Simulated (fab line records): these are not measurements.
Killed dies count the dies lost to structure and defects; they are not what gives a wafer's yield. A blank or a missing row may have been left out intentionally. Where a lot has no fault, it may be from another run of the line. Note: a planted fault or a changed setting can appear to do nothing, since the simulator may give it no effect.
fab line records	flow gf180mcu
[record] lots = 12	wafers = 36	last-day = 34
route steps=602 shown M1@317 V1@353 V2@386 M3@426
lots that met no fault: taken from a fault-free run of the same line
start-h: hours from the record's first day to the start of the lot's first wafer shown	wait-h: how many hours have passed since the lot's step before this one	" as in the row above	L1.1+2: one row covering several wafers at once	- value missing, or start not given	* or withheld: withheld	< > ~ a bound
route shown NAME@n: a module of which the file shows steps, and the number in the route of the first	usual: average and standard deviation across the fault-free wafers	same: alike in all rows	chamber/n: place in a boat	sites: readings site by site	_std_site: standard deviation of those values	_edge_site: outer sites' mean less inner sites'	radius-mm: how far each site lies from the wafer's centre	mask NAME#n: copy n	behind: the last tool/chamber to shape the wafer	hold: the reason the lot was held/the length of the hold in hours/how it ended	device: the n, p or np transistor that did not switch	end of line: the route-end tests of the same wafers	step lacking rows: just its recipe	killed: dies that structure and defects cost at the first sort, which is not the same as the wafer's yield	map: a wafer's dies, marking killed ones x, the rest . and places with no die _
set.NAME: the run value of the setting; set.NAME@STEP: its run value at that earlier step	model.NAME: the simulator's own value behind a step, which no gauge read
a sample of lots followed through the steps of the route, with each step as a table and each wafer as a row
services: the hour from which a tool's chamber was out of use, counted from the record's first day as start-h (under 0 if before that day), plus the number of hours and why
[[steps]]
[step GF_M1_SPUTTER_02]
[recipe] material = AlCu	target-thk-nm = 450	power-w = 10600	time-s = 23.9	chamber-pressure-pa = 0.4
[usual] throttle-valve-pct = 31.0/1
lot.wafer	tool	chamber	start-h	wait-h	throttle-valve-pct
L892.2	pvd-sputter-01	-	373.95	0.0	30.5
L892.4	"	-	"	"	33.1
L892.6	"	-	"	"	31.5
L893.1	pvd-sputter-03	-	376.50	0.0	29.6
L893.2	"	-	"	"	31.9
L893.4	"	-	"	"	29.7
L894.1	pvd-sputter-01	-	387.08	0.0	33.0
L894.3	"	-	"	"	30.6
L894.5	"	-	"	"	31.2
L898.1	pvd-sputter-04	-	416.17	0.0	31.6
L898.2	"	-	"	"	31.0
L898.5	"	-	"	"	29.9
L901.1	pvd-sputter-01	-	443.34	0.0	33.2
L901.4	"	-	"	"	31.3
L901.6	"	-	"	"	31.2
L904.1	pvd-sputter-01	-	471.56	0.0	30.5
L904.2	"	-	"	"	32.9
L904.6	"	-	"	"	31.5
L906.1	pvd-sputter-04	-	487.79	0.0	30.9
L906.2	"	-	"	"	31.5
L906.3	"	-	"	"	29.6
L911.1	pvd-sputter-03	-	529.44	0.0	30.9
L911.5	"	-	"	"	29.8
L911.6	"	-	"	"	30.9
L912.1	pvd-sputter-04	-	534.41	0.0	31.7
L912.2	"	-	"	"	31.2
L912.3	"	-	"	"	31.5
L913.3	pvd-sputter-01	-	551.38	0.0	31.4
L913.4	"	-	"	"	30.0
L913.6	"	-	"	"	30.5
L914.2	pvd-sputter-04	-	553.46	0.0	31.5
L914.4	"	-	"	"	30.8
L914.6	"	-	"	"	31.9
L915.2	pvd-sputter-03	-	559.09	0.0	31.7
L915.5	"	-	"	"	31.7
L915.6	"	-	"	"	29.6
[step GF_M1_RS_MEAS_05]
[recipe] thk-meas-gauge = four-point-probe	reads = TiN_of_M1_SPUTTER_04+Ti_of_M1_SPUTTER_03+AlCu_of_M1_SPUTTER_02+TiN_of_M1_SPUTTER_01+Ti_of_M1_SPUTTER_00
[usual] M1_ALCU_RS = 0.0695/0.00065
lot.wafer	tool	chamber	start-h	wait-h	hold	M1_ALCU_RS[ohm/sq]
L892.2	film-metro-04	-	374.06	0.0	-	0.0695
L892.4	"	-	"	"	-	0.0701
L892.6	"	-	"	"	-	0.0697
L893.1	film-metro-04	-	376.59	0.0	-	0.0693
L893.2	"	-	"	"	-	0.0704
L893.4	"	-	"	"	-	0.0701
L894.1	film-metro-02	-	387.17	0.0	-	0.0695
L894.3	"	-	"	"	-	0.0689
L894.5	"	-	"	"	-	0.0694
L898.1	film-metro-01	-	416.26	0.0	-	0.0698
L898.2	"	-	"	"	-	0.0704
L898.5	"	-	"	"	-	0.0703
L901.1	film-metro-04	-	443.43	0.0	await-dispo/0.2h/release	0.1139
L901.4	"	-	"	"	await-dispo/0.2h/release	0.1144
L901.6	"	-	"	"	await-dispo/0.2h/release	0.1148
L901.1	film-metro-04	-	443.71	0.3	-	0.1137
L901.4	"	-	"	"	-	0.1147
L901.6	"	-	"	"	-	0.1147
L904.1	film-metro-04	-	471.65	0.0	await-dispo/0.2h/release	0.1127
L904.2	"	-	"	"	await-dispo/0.2h/release	0.1134
L904.6	"	-	"	"	await-dispo/0.2h/release	0.1151
L904.1	film-metro-04	-	472.04	0.4	-	0.1126
L904.2	"	-	"	"	-	0.1134
L904.6	"	-	"	"	-	0.1148
L906.1	film-metro-04	-	487.88	0.0	-	0.0692
L906.2	"	-	"	"	-	0.0697
L906.3	"	-	"	"	-	0.0697
L911.1	film-metro-02	-	529.54	0.0	-	0.0701
L911.5	"	-	"	"	-	0.0694
L911.6	"	-	"	"	-	0.0705
L912.1	film-metro-04	-	534.50	0.0	-	0.0693
L912.2	"	-	"	"	-	0.0677
L912.3	"	-	"	"	-	0.0688
L913.3	film-metro-02	-	551.51	0.1	-	0.0698
L913.4	"	-	"	"	-	0.0695
L913.6	"	-	"	"	-	0.0700
L914.2	film-metro-04	-	553.57	0.0	-	0.0687
L914.4	"	-	"	"	-	0.0678
L914.6	"	-	"	"	-	0.0690
L915.2	film-metro-01	-	559.20	0.0	-	0.0693
L915.5	"	-	"	"	-	0.0698
L915.6	"	-	"	"	-	0.0694
[step GF_V1_STRIP_18]
[recipe] chemistry = O2/N2	power-w = 1400	pressure-mtorr = 1500	platen-temp-c = 250	o2-flow-sccm = 3000	n2-flow-sccm = 300	overash-fraction = 0.5
[usual] drypump-motor-current-A = 5.1/0.45	heater-power-w = 338/36	oes-product-au = 0.594/0.0048
lot.wafer	tool	chamber	start-h	wait-h	drypump-motor-current-A	heater-power-w	oes-product-au	rf-hours-counter-h
L892.2	plasma-asher-04	0	421.63	-	5.1	358	0.593	77
L892.4	"	1	"	"	6.0	387	0.582	-
L892.6	"	0	"	"	5.1	359	0.588	-
L893.1	plasma-asher-03	1	425.27	-	4.9	347	0.602	31
L893.2	"	0	"	"	4.7	285	0.598	31
L893.4	"	0	"	"	4.7	288	0.587	-
L894.1	plasma-asher-03	0	435.92	-	4.7	280	0.598	32
L894.3	"	0	"	"	4.7	286	0.598	-
L894.5	"	1	"	"	4.9	363	0.589	-
L898.1	plasma-asher-03	0	466.79	-	4.7	289	0.598	36
L898.2	"	1	"	"	4.9	359	0.602	36
L898.5	"	1	"	"	4.9	361	0.601	-
L906.1	plasma-asher-03	0	536.68	-	4.7	284	0.587	43
L906.2	"	1	"	"	4.9	359	0.596	43
L906.3	"	0	"	"	4.7	276	0.587	-
L911.1	plasma-asher-03	1	576.57	-	4.9	359	0.596	48
L911.5	"	1	"	"	4.9	354	0.598	-
L911.6	"	0	"	"	4.7	284	0.595	-
L912.1	plasma-asher-03	0	580.82	-	4.7	282	0.593	48
L912.2	"	1	"	"	4.9	356	0.588	48
L912.3	"	1	"	"	4.9	346	0.595	-
L913.3	plasma-asher-04	0	596.10	-	5.1	354	0.596	-
L913.4	"	1	"	"	6.1	371	0.593	-
L913.6	"	0	"	"	5.1	359	0.600	-
L914.2	plasma-asher-04	0	597.68	-	5.1	360	0.591	95
L914.4	"	0	"	"	5.1	354	0.597	-
L914.6	"	1	"	"	6.0	368	0.600	-
L915.2	plasma-asher-01	0	603.87	-	5.2	335	0.591	18
L915.5	"	0	"	"	5.2	329	0.585	-
L915.6	"	1	"	"	5.6	380	0.594	-
[step GF_V2_CMP_04]
[recipe] material = SiO2	down-force-psi = 4	platen-rpm = 60	pad-velocity-m-s = 0.94248
[usual] motor-current-A = 13.0/1.1	time-to-endpoint-s = 80/5.2
lot.wafer	tool	chamber	start-h	wait-h	motor-current-A	time-to-endpoint-s
L892.4	cmp-01	2	449.93	0.1	13.0	80
L892.2	"	3	"	"	13.6	67
L892.6	"	2	"	"	13.0	85
L893.2	cmp-02	1	452.40	0.0	12.1	75
L893.4	"	2	"	"	13.7	81
L893.1	"	3	"	"	11.9	78
L894.1	cmp-02	1	464.28	0.1	11.2	80
L894.3	"	2	"	"	14.4	82
L894.5	"	0	"	"	12.2	84
L898.2	cmp-01	0	492.98	0.1	13.6	85
L898.1	"	1	"	"	15.2	85
L898.5	"	3	"	"	13.3	88
L906.2	cmp-01	3	561.54	0.1	13.2	69
L906.3	"	0	"	"	13.1	81
L906.1	"	1	"	"	14.5	75
L911.1	cmp-01	3	599.72	0.1	13.7	74
L911.5	"	1	"	"	14.8	87
L911.6	"	2	"	"	12.7	83
L912.2	cmp-02	1	604.36	0.1	11.5	80
L912.3	"	2	"	"	13.3	77
L912.1	"	3	"	"	12.0	76
L913.4	cmp-01	1	619.22	0.1	15.3	85
L913.3	"	2	"	"	12.6	80
L913.6	"	0	"	"	13.8	86
L914.4	cmp-02	2	621.28	0.1	14.2	83
L914.2	"	3	"	"	11.7	82
L914.6	"	2	"	"	14.3	80
L915.2	cmp-01	3	627.16	0.1	12.4	70
L915.6	"	2	"	"	12.6	78
L915.5	"	3	"	"	13.3	82
[step GF_M3_STRIP_17]
[recipe] chemistry = O2/N2	power-w = 1400	pressure-mtorr = 1500	platen-temp-c = 250	o2-flow-sccm = 3000	n2-flow-sccm = 300	overash-fraction = 0.5
[usual] drypump-motor-current-A = 5.2/0.63	heater-power-w = 339/34	oes-product-au = 0.538/0.0054	strip-time-to-endpoint-s = 7.39/0.052
lot.wafer	tool	chamber	start-h	wait-h	drypump-motor-current-A	heater-power-w	oes-product-au	rf-hours-counter-h	strip-time-to-endpoint-s
L892.2	plasma-asher-02	1	500.74	0.1	6.2	330	0.524	73	7.37
L892.4	"	1	"	"	6.2	336	0.538	-	7.38
L892.6	"	0	"	"	4.7	373	0.538	-	7.43
L893.1	plasma-asher-02	0	502.79	0.1	4.7	371	0.540	73	7.41
L893.2	"	1	"	"	6.2	325	0.531	73	7.35
L893.4	"	0	"	"	4.7	370	0.532	-	7.38
L894.1	plasma-asher-02	1	513.73	0.1	6.2	326	0.546	75	7.44
L894.3	"	0	"	"	4.7	374	0.534	-	7.47
L894.5	"	1	"	"	6.2	321	0.542	-	7.44
L898.1	plasma-asher-03	1	540.23	0.1	4.9	358	0.536	44	7.37
L898.2	"	0	"	"	4.7	285	0.536	44	7.42
L898.5	"	1	"	"	4.9	354	0.535	-	7.35
L906.1	plasma-asher-02	0	606.08	0.1	4.7	375	0.536	84	7.30
L906.2	"	1	"	"	6.2	327	0.539	84	7.40
L906.3	"	0	"	"	4.7	371	0.537	-	7.31
L911.1	plasma-asher-04	1	642.89	0.1	6.1	363	0.533	99	7.35
L911.5	"	1	"	"	6.1	371	0.535	-	7.36
L911.6	"	0	"	"	5.1	351	0.531	-	7.35
L912.1	plasma-asher-02	0	647.97	0.1	4.7	366	0.544	88	7.39
L912.2	"	1	"	"	6.2	321	0.535	88	7.36
L912.3	"	0	"	"	4.7	380	0.538	-	7.39
L913.3	plasma-asher-03	1	661.54	0.2	4.9	366	0.538	-	7.34
L913.4	"	0	"	"	4.7	283	0.537	-	7.37
L913.6	"	1	"	"	4.9	353	0.551	-	7.41
L914.2	plasma-asher-04	1	663.17	0.1	6.1	374	0.535	101	7.37
L914.4	"	0	"	"	5.1	353	0.532	-	7.32
L914.6	"	1	"	"	6.1	385	0.537	-	7.38
L915.2	plasma-asher-02	0	668.95	0.1	4.7	371	0.528	90	7.34
L915.5	"	1	"	"	6.2	333	0.544	-	7.34
L915.6	"	0	"	"	4.7	364	0.534	-	7.32
[[services]]
tool	chamber	start-h	hours	kind
cmp-02	-	392.27	1.2	repair
cmp-01	-	404.28	4.0	pm
plasma-asher-02	-	448.34	2.1	repair
plasma-asher-04	-	464.10	7.3	repair
plasma-asher-02	-	471.72	3.5	repair
cmp-01	-	496.07	0.6	repair
plasma-asher-04	-	500.33	0.4	repair
cmp-02	-	506.22	1.9	repair
pvd-sputter-04	-	506.25	0.7	repair
cmp-01	-	508.93	0.8	repair
cmp-02	-	550.44	9.5	pm
cmp-01	-	562.23	1.8	repair
cmp-02	-	572.27	4.0	pm
cmp-01	-	579.51	2.0	repair
plasma-asher-02	-	591.71	10.0	pm
pvd-sputter-04	-	594.60	1.6	repair
plasma-asher-04	-	599.65	1.5	repair
cmp-02	-	612.58	2.1	repair
cmp-02	-	630.33	0.5	repair
pvd-sputter-03	-	631.22	1.1	repair
pvd-sputter-01	-	634.99	8.4	repair
cmp-02	-	655.00	3.2	pm
cmp-02	-	659.21	1.5	repair
plasma-asher-03	-	666.48	5.7	repair
[[key]]
[first-sign] step = GF_M1_RS_MEAS_05	reading = visit	direction = added
[effect] step = GF_M1_RS_MEAS_05	reading = M1_ALCU_RS	direction = up	sigmas = 68	usual = 0.0695	struck = 0.1140
met-at GF_M1_SPUTTER_02
struck-lots L901,L904
scrapped-behind GF_M1_RS_MEAS_05 L901.1,L901.4,L901.6,L904.1,L904.2,L904.6
not-acting-at GF_V1_STRIP_18,GF_V2_CMP_04,GF_M3_STRIP_17
onset-between 387.08 443.34
[fault] kind = process-parameter-drift	tool = pvd-sputter-01	chamber = -	onset-h = 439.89	steps = GF_M1_SPUTTER_02	channel = target-thk-nm	offset = -172.16	shape = step	end-h = 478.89	acts-in = these-recipes-only	stated = 450
